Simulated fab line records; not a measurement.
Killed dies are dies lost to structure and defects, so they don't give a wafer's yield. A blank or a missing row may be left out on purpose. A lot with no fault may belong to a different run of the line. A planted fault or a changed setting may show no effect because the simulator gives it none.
Which of the tools did it? -- flow gf180mcu -- 6 lots with 18 wafers sampled at 3 steps, on a route of 602 steps

WHAT EACH GAUGE READ, for each wafer
GF_V5_RS_MEAS_24: measures by four-point-probe.
lot,measured,on,V5_W_RS (ohm/sq)
L485,day 28 02:46,filmMetro-04,0.332 0.334 0.332
L490,day 29 18:57,filmMetro-04,44.277 45.115 42.961
L492,day 30 02:57,filmMetro-02,43.100 43.855 43.328
L500,day 32 04:41,filmMetro-04,0.336 0.334 0.329
L503,day 32 22:12,filmMetro-02,0.332 0.340 0.338
L507,day 33 20:21,filmMetro-02,0.335 0.338 0.335

TOOL THAT RAN EACH LOT (tool first, then ch and the chambers of the sampled wafers, then the start)
lot,GF_MIM_SPUTTER_04,GF_V5_CVD_23
L485,"pvdSputter-04, day 25 09:21","cvdW-02 ch 0,1, day 28 02:38"
L490,"pvdSputter-01, day 27 05:20","cvdW-02 ch 0,1, day 29 18:49"
L492,"pvdSputter-02, day 27 14:52","cvdW-02 ch 0,1, day 30 02:49"
L500,"pvdSputter-02, day 29 20:29","cvdW-02 ch 0,1, day 32 04:33"
L503,"pvdSputter-04, day 30 15:26","cvdW-02 ch 0,1, day 32 22:05"
L507,"pvdSputter-01, day 31 16:49","cvdW-02 ch 0,1, day 33 20:14"
- GF_MIM_SPUTTER_04: material TiN, target thk 50 nm, time 41.7 s.
- GF_V5_CVD_23: deposits W, target thk 350 nm, time 104.9 s.

THE ANSWER, worked out from the rows above alone
Rule: the lots themselves supply what counts as usual. The widest of any qualifying gaps counts: lots, ordered by their means at a reading, are off when they make up no more than a third of the lots, leave a main group of 4 or more, and stand apart from it by 3 or more times the standard deviation of that group's means. Not used: any main group whose means are identical at the precision the tables above print for the reading. Also off: a lot with no number at a reading for which 4 or more lots have one. All remaining lots with rows at the step are treated as sound.
Off: L490, L492, seen at GF_V5_RS_MEAS_24 (V5_W_RS). For the main group the mean is 0.335 ohm/sq and the standard deviation 0.0018.
A tool fits if, at a process step before that reading, it ran every lot that is off, and no sound lot after the first of them. Those tools and the gauges at GF_V5_RS_MEAS_24 are tried in the same way. No candidate that was tried fits.

WHAT HAD BEEN PUT IN BY THE SIMULATOR
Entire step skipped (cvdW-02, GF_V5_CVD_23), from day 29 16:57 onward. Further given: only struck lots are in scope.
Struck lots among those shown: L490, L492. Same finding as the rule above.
